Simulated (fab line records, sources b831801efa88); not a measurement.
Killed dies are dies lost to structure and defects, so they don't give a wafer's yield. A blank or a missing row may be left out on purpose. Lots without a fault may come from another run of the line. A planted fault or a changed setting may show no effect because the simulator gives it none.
Chamber matching | flow gf180mcu | GF_STI_ETCH_13 on rie_diel-03: 4 sister chambers
The step etches the open film in CHF3/O2, stops on Si, target depth 282.31 nm, time 112.9 s. 14 wafers are shown with their chamber, then 7 later ones without.

WAFERS WITH THEIR CHAMBER
wafer  | chamber | drypump_motor_current_A (A) | throttle_valve_pct (%) | chf3_flow_sccm (sccm)
L416.1 | 2       | 5.3                         | 8.802                  | 50.08
L416.3 | 1       | 5.9                         | 8.799                  | 49.93
L416.4 | 3       | 6.3                         | 8.819                  | 49.90
L419.1 | 0       | 5.9                         | 8.811                  | 49.96
L419.5 | 3       | 6.3                         | 8.794                  | 49.91
L419.6 | 0       | 6.0                         | 8.825                  | 49.93
L420.1 | 0       | 5.9                         | 8.819                  | 49.84
L420.4 | 2       | 5.4                         | 8.797                  | 49.94
L420.5 | 3       | 6.3                         | 8.803                  | 49.85
L425.1 | 2       | 5.4                         | 8.807                  | 49.84
L425.5 | 3       | 6.3                         | 8.806                  | 49.79
L425.6 | 2       | 5.4                         | 8.791                  | 49.89
L428.3 | 2       | 5.4                         | 8.791                  | 49.86
L428.5 | 0       | 6.0                         | 8.810                  | 50.14

SIGNATURES (means of the wafers above)
reading                 | chamber 0 | chamber 1 | chamber 2 | chamber 3 | scatter within a chamber
drypump_motor_current_A | 5.950     | 5.900     | 5.380     | 6.300     | 0.0424
throttle_valve_pct      | 8.81625   | 8.79900   | 8.79760   | 8.80550   | 0.00817
chf3_flow_sccm          | 49.9675   | 49.9300   | 49.9220   | 49.8625   | 0.0967
Rule: a wafer's distance from a chamber is the root of the sum, over the readings, of the square of ((its reading less the chamber's mean) divided by the reading's scatter). The wafer belongs to the nearest chamber; if the next one is less than 2 further off, it can't be placed. The scatter: the root of (the sum of the squares of (reading less its chamber's mean) over the shown wafers, divided by (wafers less chambers)).

WAFERS WITHOUT THEIR CHAMBER
wafer  | drypump_motor_current_A (A) | throttle_valve_pct (%) | chf3_flow_sccm (sccm)
L428.6 | 5.9                         | 8.818                  | 49.88
L433.1 | 6.0                         | 8.827                  | 50.07
L433.2 | 5.4                         | 8.818                  | 50.01
L433.3 | 6.3                         | 8.808                  | 49.82
L436.1 | 5.4                         | 8.811                  | 50.18
L436.2 | 6.0                         | 8.816                  | 49.90
L436.6 | 5.4                         | 8.801                  | 50.07

WHICH CHAMBER EACH WENT THROUGH
wafer  | from the rows above     | in truth
L428.6 | can't be placed: 0 or 1 | 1
L433.1 | 0                       | 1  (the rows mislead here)
L433.2 | 2                       | 2
L433.3 | 3                       | 3
L436.1 | 2                       | 2
L436.2 | can't be placed: 0 or 1 | 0
L436.6 | 2                       | 2
Placed correctly: 4 of 7. Can't be placed from these rows: 2 (the true chamber is among the candidates in 2). Placed wrongly: 1.
